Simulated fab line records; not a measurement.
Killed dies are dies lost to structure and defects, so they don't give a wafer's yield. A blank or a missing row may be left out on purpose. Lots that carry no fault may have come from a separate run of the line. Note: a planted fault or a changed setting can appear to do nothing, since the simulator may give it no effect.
Matching of chambers || flow gf180mcu || 4 sister chambers for GF_CONTACT_CMP_27 on cmp-02
The step polishes, stops on SiO2, t overpolish 15 s, target thk 0 nm. 4 wafers are shown with their chamber, then 6 later ones without.

WAFERS PAIRED WITH THEIR CHAMBERS
{"wafer": "L528.6", "chamber": 1, "time_to_endpoint_s (s)": 70}
{"wafer": "L530.1", "chamber": 3, "time_to_endpoint_s (s)": 78}
{"wafer": "L535.3", "chamber": 2, "time_to_endpoint_s (s)": 71}
{"wafer": "L535.4", "chamber": 0, "time_to_endpoint_s (s)": 78}

WAFERS WITHOUT THEIR CHAMBER
{"wafer": "L535.5", "time_to_endpoint_s (s)": 74}
{"wafer": "L537.1", "time_to_endpoint_s (s)": 71}
{"wafer": "L537.2", "time_to_endpoint_s (s)": 75}
{"wafer": "L537.4", "time_to_endpoint_s (s)": 70}
{"wafer": "L540.6", "time_to_endpoint_s (s)": 68}
{"wafer": "L541.6", "time_to_endpoint_s (s)": 71}

WHICH CHAMBER EACH ONE RAN IN
{"wafer": "L535.5", "from the rows above": "can't be placed: 2 or 0 or 1 or 3", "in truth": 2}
{"wafer": "L537.1", "from the rows above": "can't be placed: 2 or 1", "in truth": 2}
{"wafer": "L537.2", "from the rows above": "can't be placed: 0 or 3 or 2 or 1", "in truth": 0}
{"wafer": "L537.4", "from the rows above": "can't be placed: 1 or 2", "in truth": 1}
{"wafer": "L540.6", "from the rows above": "can't be placed: 1 or 2", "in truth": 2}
{"wafer": "L541.6", "from the rows above": "can't be placed: 2 or 1", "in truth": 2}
Placed correctly: 0 of 6. Cannot be placed on the basis of these rows: 6; the candidates contain the true chamber in 6. Number placed wrongly: 0.
How it was worked out, from the rows above alone: a wafer's distance from a chamber is the root of the sum, over the readings, of the square of ((its reading less the chamber's mean) divided by the reading's scatter). The wafer belongs to the nearest chamber; if the next one is less than 2 further off, it can't be placed. The mean given for a chamber averages the wafers shown for that chamber. The scatter: with one shown wafer a chamber, the root of the mean of the squares of how far each hidden wafer lies from its nearest shown one.
